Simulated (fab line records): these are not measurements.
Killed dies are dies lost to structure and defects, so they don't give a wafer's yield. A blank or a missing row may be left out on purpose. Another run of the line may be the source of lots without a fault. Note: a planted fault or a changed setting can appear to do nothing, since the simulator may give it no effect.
fab line records	flow sky130
record lots=11	wafers=33	lastDay=50
route steps=708 shown SD_N@356 LI_CONTACT@363 LOCAL_INTERCONNECT@387
lots that met no fault: taken from a fault-free run of the same line
startH: hours from the record's first day to the start of the lot's first wafer shown	waitH: hours from the lot's prior step to this one	" repeats the value in the row above	L1.1+2: a single row standing in for several wafers	- no value, or no start was given	* or withheld: withheld	< > ~ a bound
route shown NAME@n: a module of which the file shows steps, and the number in the route of the first	usual: mean/standard deviation taken from wafers without a fault	same: alike in all rows	chamber/n: place in a boat	sites: readings site by site	_std_site: how widely they spread, as a standard deviation	_edge_site: inner sites' mean taken away from outer sites' mean	radiusMm: for every site, how far away it sits from the centre of the wafer	mask NAME#n: copy n	behind: the most recent tool/chamber to have shaped the wafer	hold: cause of the lot's hold/its duration in hours/its outcome	device: transistor that didn't switch, given as n, p or np	end of line: the route-end tests of the same wafers	for a step that has no rows: nothing shown but its recipe	killed: not the wafer's yield, but the dies lost to structure and defects at the first sort	map: a wafer's dies, x killed, . not, _ none there
set.NAME: the setting the step ran with; set.NAME@STEP: the setting that earlier step ran with	model.NAME: the simulator's own value behind a step, which no gauge read
steps of the route over a sample of lots; a table a step, a row a wafer
services: when a tool's chamber went out of use (startH, in hours from the record's first day, below 0 if earlier), for how many hours, and the reason
## steps
# step SKY_SD_N_RTA_14
# recipe tempC=1075	timeS=2	idleTempC=650	rampUpCPerS=150	rampDownCPerS=90	ambient=N2
# usual lampPowerPct=15.74/0.053	wafer_temp_C_max=1077.9/1.3
lot.wafer	tool	chamber	startH	waitH	lampPowerPct	wafer_temp_C_max
L435.2	rtpAnneal-02	0	642.74	0.0	15.78	1078.7
L435.3	"	0	"	"	15.81	1080.0
L435.4	"	0	"	"	15.76	1078.6
L437.2	rtpAnneal-02	0	674.69	0.0	15.64	1078.7
L437.3	"	0	"	"	15.71	1077.3
L437.5	"	0	"	"	15.79	1078.4
L438.1	rtpAnneal-01	0	680.60	0.0	15.69	1079.4
L438.4	"	0	"	"	15.72	1078.5
L438.5	"	0	"	"	15.68	1077.4
L441.3	rtpAnneal-02	0	700.36	0.0	15.77	1076.1
L441.5	"	0	"	"	15.76	1077.8
L441.6	"	0	"	"	15.73	1076.5
L446.3	rtpAnneal-02	0	740.13	0.0	15.75	1077.1
L446.5	"	0	"	"	15.73	1079.7
L446.6	"	0	"	"	15.69	1078.1
L445.3	rtpAnneal-01	0	740.97	0.0	15.77	1078.4
L445.5	"	0	"	"	15.74	1079.3
L445.6	"	0	"	"	15.74	1076.7
L447.1	rtpAnneal-02	0	749.79	0.0	15.72	1077.3
L447.2	"	0	"	"	15.67	1079.1
L447.5	"	0	"	"	15.74	1076.0
L449.2	rtpAnneal-02	0	769.40	0.0	15.68	1077.9
L449.3	"	0	"	"	15.78	1078.7
L449.6	"	0	"	"	15.81	1079.4
L454.1	rtpAnneal-01	0	805.15	0.0	15.76	1075.2
L454.2	"	0	"	"	15.76	1076.4
L454.6	"	0	"	"	15.80	1077.1
L455.1	rtpAnneal-01	0	808.35	0.0	15.75	1079.2
L455.5	"	0	"	"	15.71	1080.1
L455.6	"	0	"	"	15.70	1075.9
L457.3	rtpAnneal-02	0	811.71	0.0	15.79	1078.5
L457.4	"	0	"	"	15.80	1077.8
L457.6	"	0	"	"	15.76	1075.9
# step SKY_LI_CONTACT_THK_MEAS_01
# recipe reads=PSG_of_LI_CONTACT_HDPCVD_00
# usual LI_CONTACT_HDPCVD_THK=929/11
lot.wafer	tool	chamber	startH	waitH	LI_CONTACT_HDPCVD_THK[nm]
L435.2	filmMetro-03	-	643.40	0.1	912
L435.3	"	-	"	"	945
L435.4	"	-	"	"	924
L437.2	filmMetro-01	-	675.35	0.1	935
L437.3	"	-	"	"	931
L437.5	"	-	"	"	930
L438.1	filmMetro-01	-	681.26	0.1	935
L438.4	"	-	"	"	927
L438.5	"	-	"	"	913
L441.3	filmMetro-03	-	701.02	0.1	929
L441.5	"	-	"	"	918
L441.6	"	-	"	"	920
L446.3	filmMetro-03	-	740.79	0.1	916
L446.5	"	-	"	"	908
L446.6	"	-	"	"	916
L445.3	filmMetro-04	-	741.62	0.1	918
L445.5	"	-	"	"	928
L445.6	"	-	"	"	922
L447.1	filmMetro-01	-	750.45	0.1	931
L447.2	"	-	"	"	928
L447.5	"	-	"	"	942
L449.2	filmMetro-03	-	770.06	0.1	929
L449.3	"	-	"	"	925
L449.6	"	-	"	"	926
L454.1	filmMetro-01	-	805.81	0.1	945
L454.2	"	-	"	"	919
L454.6	"	-	"	"	916
L455.1	filmMetro-04	-	809.00	0.1	923
L455.5	"	-	"	"	923
L455.6	"	-	"	"	948
L457.3	filmMetro-01	-	812.38	0.1	946
L457.4	"	-	"	"	943
L457.6	"	-	"	"	948
# step SKY_LI_CONTACT_ETCH_14
# recipe chemistry=N2/H2	target=BARC	ionEnergyEv=200	sourceW=500	biasW=100	pressureMtorr=30	n2FlowSccm=100	h2FlowSccm=200	stopOn=SiO2	timeS=45.9	targetDepthA=600
# usual drypumpMotorCurrentA=5.8/0.42	oesProductAu=0.856/0.0039	rfFwdPowerW=493.8/2.3	throttleValvePct=13.226/0.01
lot.wafer	tool	chamber	startH	waitH	drypumpMotorCurrentA	oesProductAu	rfFwdPowerW	rfHoursCounterH	throttleValvePct
L435.2	rieDiel-02	1	671.91	0.0	6.0	0.859	497.1	6	13.214
L435.3	"	0	"	"	6.7	0.857	490.7	9	13.212
L435.4	"	2	"	"	5.1	0.851	497.8	8	13.241
L437.2	rieDiel-03	3	704.41	0.0	5.9	0.854	492.2	5	13.234
L437.3	"	1	"	"	5.9	0.860	493.4	13	13.256
L437.5	"	1	"	"	5.9	0.856	494.5	-	13.239
L438.1	rieDiel-03	0	710.01	0.0	6.1	0.856	494.0	17	13.247
L438.4	"	3	"	"	5.9	0.851	492.5	5	13.222
L438.5	"	1	"	"	6.0	0.852	491.6	-	13.208
L441.3	rieDiel-03	2	729.33	0.0	5.7	0.854	494.4	9	13.228
L441.5	"	0	"	"	6.1	0.861	493.7	-	13.233
L441.6	"	3	"	"	5.9	0.860	488.7	-	13.225
L446.3	rieDiel-04	3	768.23	0.0	5.8	0.863	497.5	11	13.216
L446.5	"	2	"	"	6.0	0.856	494.6	-	13.234
L446.6	"	1	"	"	5.7	0.852	493.8	-	13.235
L445.3	rieDiel-02	2	769.41	0.0	5.2	0.849	493.0	10	13.212
L445.5	"	1	"	"	6.0	0.854	497.6	-	13.226
L445.6	"	0	"	"	6.7	0.856	494.8	-	13.240
L447.1	rieDiel-03	3	777.92	0.0	5.9	0.863	493.7	7	13.242
L447.2	"	2	"	"	5.7	0.861	493.4	10	13.222
L447.5	"	0	"	"	6.1	0.862	496.7	-	13.233
L449.2	rieDiel-02	0	796.93	0.0	6.7	0.850	492.6	12	13.221
L449.3	"	2	"	"	5.2	0.860	492.7	11	13.224
L449.6	"	1	"	"	6.0	0.855	494.7	-	13.199
L454.1	rieDiel-03	2	832.64	0.0	5.7	0.857	692.4	12	13.206
L454.2	"	3	"	"	5.9	0.859	690.6	9	13.240
L454.6	"	1	"	"	5.9	0.855	690.2	-	13.207
L455.1	rieDiel-04	3	835.27	0.0	5.8	0.855	497.2	13	13.238
L455.5	"	3	"	"	5.9	0.862	498.2	-	13.233
L455.6	"	0	"	"	4.9	0.857	497.9	-	13.229
L457.3	rieDiel-03	1	839.22	0.0	5.9	0.855	691.5	16	13.242
L457.4	"	3	"	"	5.9	0.857	692.9	9	13.228
L457.6	"	3	"	"	5.9	0.851	691.6	-	13.237
# step SKY_LI_CONTACT_STRIP_16
# recipe chemistry=O2/N2	powerW=1400	pressureMtorr=1500	platenTempC=withheld	o2FlowSccm=3000	n2FlowSccm=300	overashFraction=0.5
# usual drypumpMotorCurrentA=5.51/0.2	oesProductAu=0.375/0.0048	stripTimeToEndpointS=3.48/0.034
lot.wafer	tool	chamber	startH	waitH	drypumpMotorCurrentA	oesProductAu	rfHoursCounterH	stripTimeToEndpointS
L435.2	plasmaAsher-03	0	672.04	-	5.27	0.368	83	3.47
L435.3	"	1	"	"	5.75	0.366	-	3.48
L435.4	"	0	"	"	5.25	0.385	-	3.56
L437.2	plasmaAsher-03	1	704.54	-	5.78	0.377	87	3.50
L437.3	"	1	"	"	5.79	0.366	-	3.43
L437.5	"	0	"	"	5.28	0.369	-	3.41
L438.1	plasmaAsher-02	0	710.14	-	5.76	0.375	98	3.51
L438.4	"	0	"	"	5.76	0.371	-	3.51
L438.5	"	1	"	"	5.22	0.380	-	3.48
L441.3	plasmaAsher-01	0	729.50	-	5.58	0.373	-	3.48
L441.5	"	1	"	"	5.45	0.369	-	3.49
L441.6	"	0	"	"	5.58	0.376	-	3.51
L446.3	plasmaAsher-01	1	768.40	-	5.46	0.378	-	3.54
L446.5	"	1	"	"	5.46	0.365	-	3.51
L446.6	"	0	"	"	5.57	0.369	-	3.44
L445.3	plasmaAsher-03	0	769.58	-	5.26	0.379	-	3.51
L445.5	"	1	"	"	5.77	0.373	-	3.45
L445.6	"	0	"	"	5.26	0.378	-	3.46
L447.1	plasmaAsher-01	0	778.05	-	5.56	0.376	67	3.51
L447.2	"	1	"	"	5.46	0.378	67	3.43
L447.5	"	1	"	"	5.46	0.376	-	3.48
L449.2	plasmaAsher-01	1	797.06	-	5.46	0.372	69	3.49
L449.3	"	0	"	"	5.55	0.384	-	3.56
L449.6	"	0	"	"	5.55	0.377	-	3.52
L454.1	plasmaAsher-03	1	832.76	-	5.79	0.360	100	3.32
L454.2	"	0	"	"	5.27	0.373	100	3.36
L454.6	"	0	"	"	5.27	0.363	-	3.32
L455.1	plasmaAsher-03	0	835.39	-	5.28	0.370	100	3.45
L455.5	"	0	"	"	5.27	0.380	-	3.43
L455.6	"	1	"	"	5.80	0.370	-	3.40
L457.3	plasmaAsher-02	0	839.38	-	5.76	0.358	-	3.31
L457.4	"	1	"	"	5.23	0.374	-	3.39
L457.6	"	0	"	"	5.79	0.376	-	3.36
# step SKY_LOCAL_INTERCONNECT_SPUTTER_00
# recipe material=TiN	targetThkNm=100	tempC=300	powerW=6500	timeS=83.3	chamberPressurePa=0.4
# usual throttleValvePct=30.1/1.4
lot.wafer	tool	chamber	startH	waitH	throttleValvePct
L435.2	pvdSputter-04	-	673.08	0.1	30.6
L435.3	"	-	"	"	27.7
L435.4	"	-	"	"	31.7
L437.2	pvdSputter-04	-	705.86	0.2	31.1
L437.3	"	-	"	"	27.9
L437.5	"	-	"	"	30.8
L438.1	pvdSputter-03	-	711.18	0.2	29.4
L438.4	"	-	"	"	30.1
L438.5	"	-	"	"	30.1
L441.3	pvdSputter-02	-	730.50	0.2	29.6
L441.5	"	-	"	"	30.9
L441.6	"	-	"	"	29.7
L446.3	pvdSputter-04	-	769.53	0.2	28.2
L446.5	"	-	"	"	28.4
L446.6	"	-	"	"	31.7
L445.3	pvdSputter-03	-	770.71	0.2	30.4
L445.5	"	-	"	"	29.3
L445.6	"	-	"	"	32.1
L447.1	pvdSputter-03	-	779.09	0.1	32.3
L447.2	"	-	"	"	30.7
L447.5	"	-	"	"	29.4
L449.2	pvdSputter-02	-	798.10	0.2	30.9
L449.3	"	-	"	"	29.7
L449.6	"	-	"	"	30.9
L454.1	pvdSputter-03	-	833.82	0.1	32.1
L454.2	"	-	"	"	30.2
L454.6	"	-	"	"	32.3
L455.1	pvdSputter-03	-	836.47	0.2	32.3
L455.5	"	-	"	"	29.6
L455.6	"	-	"	"	32.1
L457.3	pvdSputter-04	-	840.40	0.1	31.1
L457.4	"	-	"	"	27.9
L457.6	"	-	"	"	30.9
## services
tool	chamber	startH	hours	kind
pvdSputter-04	-	624.14	6.6	repair
rtpAnneal-01	-	624.81	7.1	pm
rieDiel-02	-	626.60	7.8	repair
pvdSputter-04	1	659.04	-	consumableReplace:kit
pvdSputter-04	1	659.04	18.0	scheduledDown
pvdSputter-02	-	665.55	1.0	repair
plasmaAsher-01	-	666.92	6.6	repair
pvdSputter-02	-	725.01	1.1	repair
rieDiel-03	0	731.74	13.9	repair
plasmaAsher-02	-	732.05	2.8	pm
pvdSputter-03	-	733.10	0.9	repair
plasmaAsher-02	-	734.80	9.0	pm
rieDiel-03	1	742.75	6.4	repair
plasmaAsher-02	-	756.85	15.6	pm
rieDiel-04	-	757.83	1.7	repair
plasmaAsher-03	-	763.55	2.8	pm
rieDiel-03	0	780.06	2.7	repair
rieDiel-03	-	784.57	0.8	repair
plasmaAsher-03	-	803.37	1.1	repair
pvdSputter-03	2	824.69	-	consumableReplace:kit
pvdSputter-03	2	824.69	18.0	scheduledDown
pvdSputter-03	2	824.69	18.0	ventCycle
rieDiel-03	-	827.90	0.7	repair
rieDiel-02	3	828.22	7.1	repair
## key
firstSign step=SKY_LI_CONTACT_ETCH_14	reading=rfFwdPowerW	direction=up	sigmas=85	usual=493.8	struck=691.5
effect step=SKY_LI_CONTACT_STRIP_16	reading=stripTimeToEndpointS	direction=down	sigmas=4.1	usual=*	struck=*
metAt SKY_LI_CONTACT_ETCH_14
struckLots L454,L457
testerLeftOut L454,L457
notActingAt SKY_SD_N_RTA_14,SKY_LI_CONTACT_THK_MEAS_01,SKY_LOCAL_INTERCONNECT_SPUTTER_00
onsetBetween 777.92 832.64
fault kind=processParameterDrift	tool=rieDiel-03	chamber=-	onsetH=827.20	steps=SKY_LI_CONTACT_ETCH_14	channel=sourceW	offset=200	shape=step	endH=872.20	actsIn=theseRecipesOnly	stated=500
# testerLeftOut: of these lots the tester's yield and bins aren't shown, on N5 and GAA mostly nor the transistor test; their killed dies are dies lost to structure and defects alone, not to doping, threshold or leakage, so they don't give the yield
